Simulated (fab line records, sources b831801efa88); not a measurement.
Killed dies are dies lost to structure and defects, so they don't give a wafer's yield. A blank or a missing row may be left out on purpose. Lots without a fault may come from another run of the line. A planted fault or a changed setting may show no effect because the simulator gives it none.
Which tool did it? | flow gf180mcu | 12 lots, 36 wafers sampled, at 7 steps of a route of 602

WHAT THE GAUGES READ, wafer by wafer
GF_CONTACT_RS_MEAS_25: measures by four-point-probe. Usual: CONTACT_W_RS 0.380 ohm/sq, standard deviation 0.0041.
lot  | measured     | on            | CONTACT_W_RS (ohm/sq) | flag
L238 | day 16 01:57 | film_metro-03 | 0.374 0.381 0.376     |
L240 | day 17 02:27 | film_metro-03 | 0.379 0.383 0.383     |
L241 | day 17 11:12 | film_metro-04 | 0.375 0.377 0.382     |
L244 | day 18 10:55 | film_metro-03 | 0.381 0.380 0.385     |
L246 | day 19 08:34 | film_metro-04 | 0.381 0.381 0.379     |
L247 | day 19 11:35 | film_metro-03 | 0.386 0.380 0.382     |
L250 | day 20 13:58 | film_metro-04 | 0.542 0.538 0.545     | OFF
L251 | day 20 22:14 | film_metro-04 | 0.377 0.374 0.383     |
L253 | day 21 23:56 | film_metro-02 | 0.530 0.541 0.529     | OFF
L258 | day 23 11:43 | film_metro-03 | 0.378 0.371 0.373     |
L260 | day 24 03:28 | film_metro-02 | 0.380 0.369 0.376     |
L261 | day 24 08:29 | film_metro-03 | 0.371 0.376 0.376     |

GF_CONTACT_THK_MEAS_26: measures by xrf. Usual: CONTACT_W_THK 300 nm, standard deviation 3.6.
lot  | measured     | on            | CONTACT_W_THK (nm) | flag
L238 | day 16 02:04 | film_metro-03 | 306 301 304        |
L240 | day 17 02:34 | film_metro-03 | 304 300 299        |
L241 | day 17 11:19 | film_metro-04 | 306 305 299        |
L244 | day 18 11:02 | film_metro-03 | 297 299 295        |
L246 | day 19 08:41 | film_metro-04 | 300 297 300        |
L247 | day 19 11:42 | film_metro-03 | 294 300 296        |
L250 | day 20 14:05 | film_metro-04 | 212 213 211        | OFF
L251 | day 20 22:21 | film_metro-04 | 303 305 300        |
L253 | day 22 00:02 | film_metro-02 | 216 212 216        | OFF
L258 | day 23 11:49 | film_metro-03 | 306 311 309        |
L260 | day 24 03:35 | film_metro-02 | 300 307 302        |
L261 | day 24 08:35 | film_metro-03 | 306 300 300        |

GF_M1_RS_MEAS_05: measures by four-point-probe. Usual: M1_ALCU_RS 0.0700 ohm/sq, standard deviation 0.0008.
lot  | measured     | on            | M1_ALCU_RS (ohm/sq)  | flag
L238 | day 16 02:40 | film_metro-02 | 0.0695 0.0693 0.0700 |
L240 | day 17 03:09 | film_metro-03 | 0.0705 0.0690 0.0698 |
L241 | day 17 11:54 | film_metro-01 | 0.0707 0.0706 0.0705 |
L244 | day 18 11:37 | film_metro-03 | 0.0693 0.0696 0.0702 |
L246 | day 19 09:16 | film_metro-03 | 0.0704 0.0705 0.0699 |
L247 | day 19 12:17 | film_metro-03 | 0.0688 0.0695 0.0688 |
L250 | day 20 15:17 | film_metro-01 | 0.0702 0.0701 0.0711 |
L251 | day 20 22:56 | film_metro-02 | 0.0698 0.0695 0.0693 |
L253 | day 22 00:38 | film_metro-02 | 0.0696 0.0697 0.0703 |
L258 | day 23 12:35 | film_metro-02 | 0.0697 0.0690 0.0698 |
L260 | day 24 04:10 | film_metro-01 | 0.0705 0.0708 0.0703 |
L261 | day 24 09:20 | film_metro-03 | 0.0700 0.0701 0.0703 |

WHICH TOOL RAN EACH LOT (tool, then ch and the chambers of the sampled wafers, then the start)
lot  | GF_SALICIDE_SPUTTER_03       | GF_CONTACT_CVD_24             | GF_CONTACT_CMP_27             | GF_M1_SPUTTER_02
L238 | pvd_sputter-02, day 15 01:55 | cvd_w-01 ch 0,1, day 16 01:51 | cmp-01 ch 0,1, day 16 02:08   | pvd_sputter-01, day 16 02:34
L240 | pvd_sputter-02, day 16 02:36 | cvd_w-01 ch 0,1, day 17 02:21 | cmp-02 ch 0,1, day 17 02:38   | pvd_sputter-01, day 17 03:04
L241 | pvd_sputter-02, day 16 10:48 | cvd_w-02 ch 0,1, day 17 11:06 | cmp-02 ch 0,3, day 17 11:23   | pvd_sputter-01, day 17 11:49
L244 | pvd_sputter-01, day 17 09:31 | cvd_w-02 ch 1, day 18 10:47   | cmp-02 ch 2,3, day 18 11:05   | pvd_sputter-03, day 18 11:31
L246 | pvd_sputter-03, day 18 06:30 | cvd_w-01 ch 0,1, day 19 08:28 | cmp-01 ch 2,3, day 19 08:45   | pvd_sputter-03, day 19 09:11
L247 | pvd_sputter-02, day 18 09:26 | cvd_w-02 ch 0,1, day 19 11:29 | cmp-01 ch 0,1,2, day 19 11:46 | pvd_sputter-04, day 19 12:11
L250 | pvd_sputter-01, day 19 11:55 | cvd_w-01 ch 0,1, day 20 13:52 | cmp-02 ch 1,2,3, day 20 14:46 | pvd_sputter-01, day 20 15:12
L251 | pvd_sputter-02, day 19 19:37 | cvd_w-02 ch 0,1, day 20 22:08 | cmp-02 ch 0,2,3, day 20 22:25 | pvd_sputter-04, day 20 22:50
L253 | pvd_sputter-02, day 20 21:49 | cvd_w-01 ch 0,1, day 21 23:50 | cmp-02 ch 0,2, day 22 00:05   | pvd_sputter-01, day 22 00:31
L258 | pvd_sputter-03, day 22 10:37 | cvd_w-02 ch 0, day 23 11:35   | cmp-01 ch 0,1,3, day 23 12:05 | pvd_sputter-01, day 23 12:28
L260 | pvd_sputter-01, day 23 02:31 | cvd_w-02 ch 0,1, day 24 03:22 | cmp-01 ch 2,3, day 24 03:39   | pvd_sputter-01, day 24 04:05
L261 | pvd_sputter-03, day 23 07:46 | cvd_w-02 ch 0,1, day 24 08:22 | cmp-01 ch 0,1,2, day 24 08:48 | pvd_sputter-01, day 24 09:14
- GF_SALICIDE_SPUTTER_03: material TiN, target thk 20 nm, time 16.7 s.
- GF_CONTACT_CVD_24: deposits W, target thk 300 nm, time 90.339 s.
- GF_CONTACT_CMP_27: polishes, stops on SiO2, t overpolish 15 s, target thk 0 nm.
- GF_M1_SPUTTER_02: material AlCu, target thk 450 nm, time 23.9 s.

WHAT THE TOOLS THEMSELVES READ (means of the sampled wafers that have a number; where no wafer has one, the mark that the record gives instead)
GF_SALICIDE_SPUTTER_03. Usual: throttle_valve_pct 30.3 %, standard deviation 1.1.
lot  | tool           | throttle_valve_pct (%) | flag
L238 | pvd_sputter-02 | 31.2                   |
L240 | pvd_sputter-02 | 30.7                   |
L241 | pvd_sputter-02 | 30.2                   |
L244 | pvd_sputter-01 | 28.9                   |
L246 | pvd_sputter-03 | 30.4                   |
L247 | pvd_sputter-02 | 30.3                   |
L250 | pvd_sputter-01 | 30.0                   |
L251 | pvd_sputter-02 | 30.7                   |
L253 | pvd_sputter-02 | 30.8                   |
L258 | pvd_sputter-03 | 30.5                   |
L260 | pvd_sputter-01 | 30.9                   |
L261 | pvd_sputter-03 | 30.1                   |

GF_CONTACT_CVD_24. Usual: heater_power_w 866 W, standard deviation 32; susceptor_temp_C 400.02 C, standard deviation 0.25.
lot  | tool     | heater_power_w (W) | susceptor_temp_C (C) | flag
L238 | cvd_w-01 | 894                | 399.99               |
L240 | cvd_w-01 | 898                | 400.02               |
L241 | cvd_w-02 | 883                | 400.04               |
L244 | cvd_w-02 | 905                | 399.96               |
L246 | cvd_w-01 | 862                | 399.65               |
L247 | cvd_w-02 | 872                | 400.25               |
L250 | cvd_w-01 | 765                | 381.64               | OFF
L251 | cvd_w-02 | 887                | 400.04               |
L253 | cvd_w-01 | 761                | 381.72               | OFF
L258 | cvd_w-02 | 836                | 400.08               |
L260 | cvd_w-02 | 877                | 400.35               |
L261 | cvd_w-02 | 884                | 400.38               |

GF_CONTACT_CMP_27. Usual: motor_current_A 10.8 A, standard deviation 1.1; slurry_filter_dp_kPa 13.52 kPa, standard deviation 0.14; time_to_endpoint_s 74 s, standard deviation 4.
lot  | tool   | motor_current_A (A) | slurry_filter_dp_kPa (kPa) | time_to_endpoint_s (s) | flag
L238 | cmp-01 | 11.9                | 13.53                      | 72                     |
L240 | cmp-02 | 10.1                | 13.57                      | 69                     |
L241 | cmp-02 | 10.6                | 13.54                      | 78                     |
L244 | cmp-02 | 11.9                | 13.66                      | 74                     |
L246 | cmp-01 | 9.5                 | 13.67                      | 77                     |
L247 | cmp-01 | 11.6                | 13.54                      | 76                     |
L250 | cmp-02 | 10.8                | 13.58                      | 54                     | OFF
L251 | cmp-02 | 11.1                | 13.54                      | 76                     |
L253 | cmp-02 | 11.3                | 13.44                      | 49                     | OFF
L258 | cmp-01 | 11.1                | 13.58                      | 76                     |
L260 | cmp-01 | 9.8                 | 13.54                      | 76                     |
L261 | cmp-01 | 11.6                | 13.52                      | 75                     |

GF_M1_SPUTTER_02. Usual: throttle_valve_pct 29.9 %, standard deviation 1.1.
lot  | tool           | throttle_valve_pct (%) | flag
L238 | pvd_sputter-01 | 30.1                   |
L240 | pvd_sputter-01 | 29.9                   |
L241 | pvd_sputter-01 | 31.0                   |
L244 | pvd_sputter-03 | 29.9                   |
L246 | pvd_sputter-03 | 29.6                   |
L247 | pvd_sputter-04 | 29.1                   |
L250 | pvd_sputter-01 | 29.9                   |
L251 | pvd_sputter-04 | 28.7                   |
L253 | pvd_sputter-01 | 29.2                   |
L258 | pvd_sputter-01 | 30.9                   |
L260 | pvd_sputter-01 | 28.7                   |
L261 | pvd_sputter-01 | 30.0                   |

THE ANSWER, worked out from the rows above alone
Rule: a lot is off if the mean of its wafers that have a number lies more than 3 standard deviations from the usual mean. A lot without any number at a reading at which 4 lots or more have one is off too. The other lots that the step has rows for count as sound. The gauges are gone through in route order, then the tools' own readings, and for those a lot's mean is taken as printed above. The first step at which some lot is off is used, and at that step the reading that is off furthest; a lot without a number counts as furthest.
Off: L250, L253, at GF_CONTACT_RS_MEAS_25 (CONTACT_W_RS).
A tool fits if, at a process step before that reading, it ran every lot that is off, and no sound lot after the first of them. The gauges at GF_CONTACT_RS_MEAS_25 aren't tried: what is off there is off at GF_CONTACT_CVD_24 too, on other tools, and a gauge's error can't cause that. One fits: cvd_w-01 at GF_CONTACT_CVD_24. Its last sound lot is L246 (day 19 08:28), its first lot that is off L250 (day 20 13:52): a fault that began between those two fits.
The tool's own readings at GF_CONTACT_CVD_24 bear it out: on the lots that are off they differ by more than 5 times the standard deviation of the sound lots' means. heater_power_w reads 763 W there against 880 W on the sound lots; susceptor_temp_C reads 381.68 C there against 400.08 C on the sound lots.

WHAT THE SIMULATOR HAD PUT IN
Process parameter drift: cvd_w-01, from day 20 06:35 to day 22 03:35, at GF_CONTACT_CVD_24. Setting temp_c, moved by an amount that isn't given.
Lots struck among those shown: L250, L253. The rule above found the same.
